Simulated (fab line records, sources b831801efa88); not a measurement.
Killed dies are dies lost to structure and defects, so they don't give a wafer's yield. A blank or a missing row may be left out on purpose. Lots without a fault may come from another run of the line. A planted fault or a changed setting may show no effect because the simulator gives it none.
Which tool did it? | flow sky130 | 10 lots, 30 wafers sampled, at 4 steps of a route of 708

WHAT THE GAUGES READ, wafer by wafer
SKY_PASSIVATION_THK_MEAS_03.
lot  | measured     | on            | PASSIVATION_CVD_02_THK (nm)
L219 | day 45 11:55 | film_metro-01 | 545 539 546
L220 | day 45 15:52 | film_metro-02 | 525 537 539
L222 | day 46 02:17 | film_metro-03 | 533 534 541
L223 | day 46 05:17 | film_metro-01 | 541 537 550
L224 | day 46 10:58 | film_metro-02 | 531 532 538
L229 | day 47 18:32 | film_metro-03 | 531 541 543
L230 | day 48 07:26 | film_metro-03 | 541 577 584 540 577 584
L236 | day 48 21:47 | film_metro-01 | 524 537 536
L237 | day 49 10:56 | film_metro-01 | 532 531 541
L238 | day 49 14:16 | film_metro-02 | 533 537 546

WHICH TOOL RAN EACH LOT (tool, then ch and the chambers of the sampled wafers, then the start)
lot  | SKY_VIA4_SPUTTER_17          | SKY_METAL5_SPUTTER_04        | SKY_PASSIVATION_CVD_02
L219 | pvd_sputter-01, day 44 12:35 | pvd_sputter-04, day 44 13:23 | pecvd-03 ch 0,1,2, day 45 11:46
L220 | pvd_sputter-01, day 44 16:53 | pvd_sputter-04, day 44 17:41 | pecvd-04 ch 0,1,2, day 45 15:38
L222 | pvd_sputter-03, day 45 02:52 | pvd_sputter-02, day 45 03:41 | pecvd-04 ch 0,1, day 46 02:04
L223 | pvd_sputter-01, day 45 05:52 | pvd_sputter-02, day 45 06:46 | pecvd-03 ch 0,2, day 46 05:04
L224 | pvd_sputter-03, day 45 12:22 | pvd_sputter-02, day 45 13:10 | pecvd-03 ch 0,1, day 46 10:44
L229 | pvd_sputter-04, day 46 19:56 | pvd_sputter-02, day 46 20:44 | pecvd-01 ch 1,2, day 47 18:18
L230 | pvd_sputter-04, day 47 09:59 | pvd_sputter-04, day 47 10:47 | pecvd-03 ch 0,1, day 48 07:11
L236 | pvd_sputter-03, day 48 00:11 | pvd_sputter-04, day 48 01:22 | pecvd-04 ch 0,1,2, day 48 21:32
L237 | pvd_sputter-01, day 48 15:14 | pvd_sputter-02, day 48 16:03 | pecvd-01 ch 0,2, day 49 10:43
L238 | pvd_sputter-01, day 48 18:31 | pvd_sputter-04, day 48 19:20 | pecvd-04 ch 1,2, day 49 14:02
- SKY_VIA4_SPUTTER_17: material TiN, target thk 20 nm, time 80 s.
- SKY_METAL5_SPUTTER_04: material TiN, target thk 70 nm, time 58.3 s.
- SKY_PASSIVATION_CVD_02: deposits Si3N4, target thk 540 nm.

THE ANSWER, worked out from the rows above alone
Rule: what is usual is taken from the lots themselves. Put in order of their means at a reading, lots are off if they are a third of the lots or fewer, leave a main group of 4 or more, and stand apart from it by a gap of 3 or more times the standard deviation of the main group's means; of several such gaps the widest counts. A main group whose means are all the same, to the digits that the tables above print for the reading, isn't used. A lot without any number at a reading at which 4 lots or more have one is off too. The other lots that the step has rows for count as sound.
Off: L230, at SKY_PASSIVATION_THK_MEAS_03 (PASSIVATION_CVD_02_THK). The main group: mean 537 nm, standard deviation 3.8.
A tool fits if, at a process step before that reading, it ran every lot that is off, and no sound lot after the first of them. The gauges at SKY_PASSIVATION_THK_MEAS_03 are tried like those tools. Can't be told from this: 3 tools fit, pvd_sputter-04 at SKY_VIA4_SPUTTER_17, pecvd-03 at SKY_PASSIVATION_CVD_02, film_metro-03 at SKY_PASSIVATION_THK_MEAS_03.

WHAT THE SIMULATOR HAD PUT IN
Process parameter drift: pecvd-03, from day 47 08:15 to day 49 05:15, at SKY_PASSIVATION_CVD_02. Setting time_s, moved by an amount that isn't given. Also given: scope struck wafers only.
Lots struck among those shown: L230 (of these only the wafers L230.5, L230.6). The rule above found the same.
